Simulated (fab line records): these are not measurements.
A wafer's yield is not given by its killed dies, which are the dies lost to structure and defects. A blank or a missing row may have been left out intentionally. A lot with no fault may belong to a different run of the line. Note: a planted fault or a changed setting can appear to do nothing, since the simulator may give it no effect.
fab line records	flow gf180mcu
record lots=11	wafers=33	lastDay=35
route steps=602 shown HV_LDD@186 PSD@250 V1@337
lots with no fault: from the same line, run without faults
startH: hours from the record's first day to the start of the lot's first wafer shown	waitH: hours since the lot's step before	" repeats the value in the row above	L1.1+2: a row that stands for several wafers	- no value, or no start was given	* or withheld: withheld	< > ~ a bound
route shown NAME@n: NAME is a module with steps in the file, n the number in the route of the first one	usual: the fault-free wafers' mean and standard deviation	same: alike in all rows	chamber/n: place in a boat	sites: per-site readings	_std_site: standard deviation across them	_edge_site: outer sites' mean less inner sites'	radiusMm: how far each site lies from the wafer's centre	mask NAME#n: copy n	behind: the most recent tool/chamber to have shaped the wafer	hold: cause of the lot's hold/its duration in hours/its outcome	device: whichever transistor did not switch (one of n, p or np)	end of line: the same wafers' tests at the end of the route	for a step that has no rows: nothing shown but its recipe	killed: count of dies lost to structure and defects at first sort (not the wafer's yield)	map: a wafer's dies, x killed, . not, _ none there
set.NAME: the run value of the setting; set.NAME@STEP: its run value at that earlier step	model.NAME: the simulator's own value behind a step, which no gauge read
one table for each step of the route and one row for each wafer, over a sample of lots
services: when a tool's chamber went out of use (startH, in hours from the record's first day, below 0 if earlier), for how many hours, and the reason
## steps
# step GF_HV_LDD_STRIP_10
# recipe chemistry=O2/N2	powerW=1400	pressureMtorr=1500	platenTempC=250	o2FlowSccm=3000	n2FlowSccm=300	overashFraction=0.5
# usual chamberPressureMTorr=1500.0/1.4	drypumpMotorCurrentA=5.6/0.37	heaterPowerW=321/20	oesProductAu=0.716/0.0045	stripTimeToEndpointS=12.63/0.038
lot.wafer	tool	chamber	startH	waitH	chamberPressureMTorr	drypumpMotorCurrentA	heaterPowerW	oesProductAu	rfHoursCounterH	stripTimeToEndpointS
L685.1	plasmaAsher-03	1	249.42	0.1	1499.6	5.6	297	0.714	13	12.64
L685.2	"	0	"	"	1500.7	5.1	327	0.712	13	12.66
L685.4	"	0	"	"	1498.2	5.2	335	0.719	-	12.67
L687.1	plasmaAsher-03	1	264.02	0.1	1500.0	5.7	295	0.717	14	12.61
L687.3	"	1	"	"	1502.4	5.6	294	0.719	-	12.57
L687.4	"	0	"	"	1498.6	5.2	330	0.714	-	12.60
L688.1	plasmaAsher-03	0	277.55	0.1	1501.0	5.2	318	0.720	16	12.68
L688.2	"	1	"	"	1502.2	5.7	293	0.710	16	12.68
L688.3	"	1	"	"	1498.2	5.7	302	0.716	-	12.65
L691.1	plasmaAsher-03	0	296.17	0.1	1500.9	5.2	331	0.718	18	12.68
L691.3	"	1	"	"	1499.0	5.7	283	0.719	-	12.68
L691.4	"	0	"	"	1499.3	5.2	326	0.718	-	12.71
L693.1	plasmaAsher-01	0	309.22	0.1	1499.6	6.3	348	0.715	49	12.66
L693.3	"	0	"	"	1500.5	6.3	340	0.722	-	12.65
L693.5	"	1	"	"	1503.1	6.1	321	0.714	-	12.58
L694.1	plasmaAsher-04	0	315.17	0.1	1501.6	5.3	319	0.718	66	12.64
L694.5	"	0	"	"	1501.3	5.3	318	0.713	-	12.60
L694.6	"	1	"	"	1496.5	6.0	345	0.704	-	12.59
L701.1	plasmaAsher-03	0	366.57	0.1	1499.3	5.1	326	0.712	24	12.61
L701.2	"	1	"	"	1499.4	5.6	288	0.717	24	12.65
L701.4	"	1	"	"	1499.0	5.7	290	0.723	-	12.64
L700.1	plasmaAsher-01	1	368.37	0.1	1498.0	6.0	319	0.717	56	12.60
L700.2	"	0	"	"	1498.0	6.3	341	0.718	56	12.64
L700.5	"	1	"	"	1501.4	6.0	323	0.715	-	12.65
L702.2	plasmaAsher-03	1	372.47	0.1	1500.2	5.6	302	0.715	24	12.60
L702.5	"	0	"	"	1501.8	5.2	331	0.711	-	12.62
L702.6	"	1	"	"	1500.4	5.6	290	0.718	-	12.61
L703.1	plasmaAsher-03	1	380.95	0.1	1500.5	5.7	293	0.716	25	12.63
L703.4	"	0	"	"	1499.5	5.1	330	0.717	-	12.64
L703.6	"	0	"	"	1499.5	5.1	332	0.710	-	12.62
L704.3	plasmaAsher-04	1	396.40	0.1	1500.5	6.0	341	0.717	-	12.60
L704.5	"	1	"	"	1499.7	6.0	344	0.716	-	12.60
L704.6	"	0	"	"	1502.0	5.3	322	0.710	-	12.65
# step GF_PSD_COAT_02
# recipe resist=NOVOLAK	spinRpm=3000	resistThkNm=1000
# usual resistLineTempC=22.97/0.12	spinSpeedRpm=3000.2/1.8
lot.wafer	tool	chamber	startH	waitH	resistLineTempC	spinSpeedRpm
L685.1	lithoTrack-02	0	348.24	0.1	22.91	2998.9
L685.2	"	0	"	"	22.98	2999.7
L685.4	"	0	"	"	22.79	2999.4
L687.1	lithoTrack-01	0	360.46	0.1	23.02	2998.2
L687.3	"	0	"	"	22.97	3000.0
L687.4	"	0	"	"	23.04	3001.3
L688.1	lithoTrack-02	0	379.64	0.1	23.03	3001.3
L688.2	"	0	"	"	23.09	2999.3
L688.3	"	0	"	"	23.02	3001.0
L691.1	lithoTrack-02	0	398.84	0.1	22.87	3716.4
L691.3	"	0	"	"	22.94	3715.5
L691.4	"	0	"	"	22.93	3717.3
L693.1	lithoTrack-02	0	413.34	0.1	22.89	3715.3
L693.3	"	0	"	"	22.82	3714.6
L693.5	"	0	"	"	22.80	3713.0
L694.1	lithoTrack-02	0	419.09	0.1	23.30	3716.2
L694.5	"	0	"	"	23.15	3712.8
L694.6	"	0	"	"	23.18	3715.7
L701.1	lithoTrack-04	0	476.06	0.1	22.98	2998.6
L701.2	"	0	"	"	23.05	3002.7
L701.4	"	0	"	"	22.99	2999.9
L700.1	lithoTrack-02	0	479.09	0.1	23.10	3001.8
L700.2	"	0	"	"	23.05	2999.5
L700.5	"	0	"	"	22.96	2998.8
L702.2	lithoTrack-02	0	482.12	0.1	22.93	3000.1
L702.5	"	0	"	"	22.76	2998.5
L702.6	"	0	"	"	22.88	2998.7
L703.1	lithoTrack-04	0	491.66	0.1	22.99	2998.8
L703.4	"	0	"	"	22.86	3001.2
L703.6	"	0	"	"	22.83	2999.2
L704.3	lithoTrack-01	0	508.11	0.1	22.87	3000.7
L704.5	"	0	"	"	22.89	2999.3
L704.6	"	0	"	"	22.84	2997.9
# step GF_PSD_CD_MEAS_07
# recipe targetCdNm=400
# usual cdNm=399.9/2.4
lot.wafer	tool	chamber	startH	waitH	cdNm
L685.1	cdSem-01	-	358.96	0.1	397.2
L685.2	"	-	"	"	394.1
L685.4	"	-	"	"	394.3
L687.1	cdSem-02	-	371.76	0.1	398.2
L687.3	"	-	"	"	398.2
L687.4	"	-	"	"	398.4
L688.1	cdSem-02	-	391.56	0.1	396.5
L688.2	"	-	"	"	395.1
L688.3	"	-	"	"	397.1
L691.1	cdSem-01	-	410.56	0.1	408.9
L691.3	"	-	"	"	409.0
L691.4	"	-	"	"	410.3
L693.1	cdSem-01	-	425.04	0.1	411.4
L693.3	"	-	"	"	413.4
L693.5	"	-	"	"	408.3
L694.1	cdSem-02	-	430.96	0.1	409.0
L694.5	"	-	"	"	410.9
L694.6	"	-	"	"	410.6
L701.1	cdSem-01	-	488.39	0.1	398.4
L701.2	"	-	"	"	399.0
L701.4	"	-	"	"	395.8
L700.1	cdSem-02	-	491.36	0.1	397.5
L700.2	"	-	"	"	396.8
L700.5	"	-	"	"	399.1
L702.2	cdSem-02	-	494.53	0.2	398.9
L702.5	"	-	"	"	398.6
L702.6	"	-	"	"	398.6
L703.1	cdSem-02	-	503.36	0.1	401.9
L703.4	"	-	"	"	402.3
L703.6	"	-	"	"	403.1
L704.3	cdSem-01	-	519.50	0.1	397.2
L704.5	"	-	"	"	395.6
L704.6	"	-	"	"	397.7
# step GF_PSD_STRIP_10
# recipe chemistry=O2/N2	powerW=1400	pressureMtorr=1500	platenTempC=250	o2FlowSccm=3000	n2FlowSccm=300	overashFraction=0.5
# usual chamberPressureMTorr=1499.9/1.3	drypumpMotorCurrentA=5.4/0.39	heaterPowerW=324/28	oesProductAu=0.591/0.0048	stripTimeToEndpointS=16.53/0.038
lot.wafer	tool	chamber	startH	waitH	chamberPressureMTorr	drypumpMotorCurrentA	heaterPowerW	oesProductAu	rfHoursCounterH	stripTimeToEndpointS
L685.1	plasmaAsher-03	1	359.27	0.1	1501.0	5.6	292	0.594	23	16.52
L685.2	"	0	"	"	1501.9	5.2	331	0.595	23	16.49
L685.4	"	0	"	"	1502.0	5.1	323	0.597	-	16.50
L687.1	plasmaAsher-03	0	372.07	0.1	1502.3	5.1	334	0.599	24	16.53
L687.3	"	1	"	"	1497.2	5.6	291	0.593	-	16.50
L687.4	"	0	"	"	1502.0	5.1	330	0.587	-	16.49
L688.1	plasmaAsher-02	1	391.87	0.1	1499.8	5.4	376	0.590	76	16.57
L688.2	"	0	"	"	1502.1	4.7	289	0.589	76	16.56
L688.3	"	1	"	"	1500.7	5.5	365	0.593	-	16.56
L691.1	plasmaAsher-03	0	410.87	0.1	1501.6	5.2	327	0.585	28	15.42
L691.3	"	1	"	"	1501.3	5.6	289	0.588	-	15.39
L691.4	"	0	"	"	1499.7	5.2	317	0.579	-	15.37
L693.1	plasmaAsher-02	1	425.35	0.1	1499.5	5.4	376	0.580	79	15.37
L693.3	"	0	"	"	1502.1	4.7	285	0.583	-	15.41
L693.5	"	0	"	"	1499.3	4.7	289	0.579	-	15.34
L694.1	plasmaAsher-03	1	431.27	0.1	1499.7	5.6	298	0.580	30	15.40
L694.5	"	1	"	"	1498.7	5.6	293	0.578	-	15.40
L694.6	"	0	"	"	1498.2	5.2	325	0.582	-	15.36
L701.1	plasmaAsher-04	0	488.70	0.1	1497.3	5.3	302	0.593	6	16.48
L701.2	"	1	"	"	1498.7	6.0	353	0.585	6	16.50
L701.4	"	0	"	"	1501.1	5.3	312	0.585	-	16.51
L700.1	plasmaAsher-03	1	491.67	0.1	1497.7	5.6	295	0.596	37	16.55
L700.2	"	0	"	"	1500.8	5.2	322	0.597	37	16.56
L700.5	"	1	"	"	1500.7	5.6	298	0.604	-	16.56
L702.2	plasmaAsher-04	1	494.82	0.1	1500.7	6.0	355	0.595	6	16.53
L702.5	"	1	"	"	1499.8	6.0	357	0.581	-	16.54
L702.6	"	0	"	"	1498.9	5.2	308	0.577	-	16.54
L703.1	plasmaAsher-02	1	503.67	0.1	1497.9	5.5	362	0.595	88	16.49
L703.4	"	1	"	"	1500.6	5.4	378	0.588	-	16.53
L703.6	"	0	"	"	1501.2	4.7	293	0.591	-	16.53
L704.3	plasmaAsher-03	1	519.80	0.1	1496.7	5.7	291	0.588	-	16.50
L704.5	"	0	"	"	1500.9	5.2	321	0.589	-	16.51
L704.6	"	1	"	"	1501.4	5.6	292	0.594	-	16.57
# step GF_V1_CVD_02
# recipe material=SiO2	targetThkNm=850	precursor=TEOS	tempC=400	timeS=94.851	rfW=600
# usual heaterPowerW=702/87
lot.wafer	tool	chamber	startH	waitH	heaterPowerW
L685.1	pecvd-03	0	433.59	0.1	730
L685.2	"	1	"	"	755
L685.4	"	2	"	"	749
L687.1	pecvd-04	0	446.11	0.1	699
L687.3	"	2	"	"	735
L687.4	"	2	"	"	792
L688.1	pecvd-03	2	468.27	0.1	813
L688.2	"	1	"	"	834
L688.3	"	0	"	"	772
L691.1	pecvd-04	0	486.57	0.1	716
L691.3	"	1	"	"	664
L691.4	"	2	"	"	624
L693.1	pecvd-03	1	501.81	0.1	740
L693.3	"	1	"	"	795
L693.5	"	2	"	"	717
L694.1	pecvd-04	1	506.22	0.1	774
L694.5	"	0	"	"	676
L694.6	"	1	"	"	826
L701.1	pecvd-04	1	573.95	0.1	837
L701.2	"	0	"	"	705
L701.4	"	1	"	"	677
L700.1	pecvd-03	2	574.16	0.1	796
L700.2	"	1	"	"	758
L700.5	"	1	"	"	807
L702.2	pecvd-02	0	574.38	0.0	528
L702.5	"	2	"	"	700
L702.6	"	1	"	"	557
L703.1	pecvd-03	0	576.14	0.1	661
L703.4	"	2	"	"	823
L703.6	"	0	"	"	740
L704.3	pecvd-04	1	597.17	0.0	742
L704.5	"	1	"	"	811
L704.6	"	0	"	"	687
# step GF_V1_THK_MEAS_25
# recipe thkMeasGauge=xrf	reads=W_of_V1_CVD_23
# usual V1_W_THK=357/5.9
lot.wafer	tool	chamber	startH	waitH	V1_W_THK[nm]
L685.1	filmMetro-01	-	459.25	0.1	358
L685.2	"	-	"	"	372
L685.4	"	-	"	"	358
L687.1	filmMetro-03	-	471.84	0.1	370
L687.3	"	-	"	"	365
L687.4	"	-	"	"	354
L688.1	filmMetro-03	-	493.68	0.1	363
L688.2	"	-	"	"	357
L688.3	"	-	"	"	362
L691.1	filmMetro-03	-	512.06	0.1	364
L691.3	"	-	"	"	359
L691.4	"	-	"	"	367
L693.1	filmMetro-01	-	525.89	0.1	357
L693.3	"	-	"	"	347
L693.5	"	-	"	"	357
L694.1	filmMetro-04	-	531.22	0.1	361
L694.5	"	-	"	"	361
L694.6	"	-	"	"	357
L701.1	filmMetro-01	-	599.70	0.1	354
L701.2	"	-	"	"	356
L701.4	"	-	"	"	359
L700.1	filmMetro-01	-	600.11	0.1	348
L700.2	"	-	"	"	342
L700.5	"	-	"	"	347
L702.2	filmMetro-04	-	600.50	0.1	364
L702.5	"	-	"	"	360
L702.6	"	-	"	"	366
L703.1	filmMetro-04	-	601.22	0.1	353
L703.4	"	-	"	"	352
L703.6	"	-	"	"	356
L704.3	filmMetro-03	-	619.53	0.1	357
L704.5	"	-	"	"	355
L704.6	"	-	"	"	356
## services
tool	chamber	startH	hours	kind
pecvd-02	1	281.22	4.7	repair
plasmaAsher-03	-	301.62	14.6	pm
pecvd-03	2	353.26	4.2	repair
pecvd-02	-	355.74	2.9	repair
pecvd-04	-	368.88	14.0	pm
pecvd-04	0	368.88	14.0	ventCycle
pecvd-04	1	368.88	14.0	ventCycle
pecvd-04	2	368.88	14.0	ventCycle
plasmaAsher-02	-	379.27	0.9	repair
pecvd-03	-	393.55	6.0	pm
plasmaAsher-03	-	413.87	2.8	pm
plasmaAsher-04	-	421.25	9.0	pm
plasmaAsher-04	-	451.01	1.0	repair
pecvd-03	0	496.79	22.2	repair
pecvd-04	0	507.82	5.3	repair
pecvd-02	-	515.06	6.0	pm
pecvd-03	0	535.58	4.8	repair
pecvd-03	-	539.66	5.3	repair
pecvd-04	1	547.78	7.2	repair
pecvd-04	-	549.75	1.5	repair
plasmaAsher-01	-	565.52	2.8	pm
plasmaAsher-02	-	571.81	6.5	pm
pecvd-04	-	584.02	1.8	repair
pecvd-03	-	591.12	14.0	pm
## key
firstSign step=GF_PSD_COAT_02	reading=spinSpeedRpm	direction=up	sigmas=99+	usual=*	struck=*
effect step=GF_PSD_CD_MEAS_07	reading=cdNm	direction=up	sigmas=4.3	usual=399.9	struck=410.2
effect step=GF_PSD_STRIP_10	reading=stripTimeToEndpointS	direction=down	sigmas=30	usual=*	struck=*
metAt GF_PSD_COAT_02
struckLots L691,L693,L694
testerLeftOut L691,L693,L694
notActingAt GF_HV_LDD_STRIP_10,GF_V1_CVD_02,GF_V1_THK_MEAS_25
onsetBetween 379.64 398.84
fault kind=processParameterDrift	tool=lithoTrack-02	chamber=-	onsetH=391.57	steps=GF_PSD_COAT_02	channel=spinRpm	offset=*	shape=step	endH=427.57	actsIn=*	stated=*
# testerLeftOut: of these lots the tester's yield and bins aren't shown, on N5 and GAA mostly nor the transistor test; their killed dies are dies lost to structure and defects alone, not to doping, threshold or leakage, so they don't give the yield
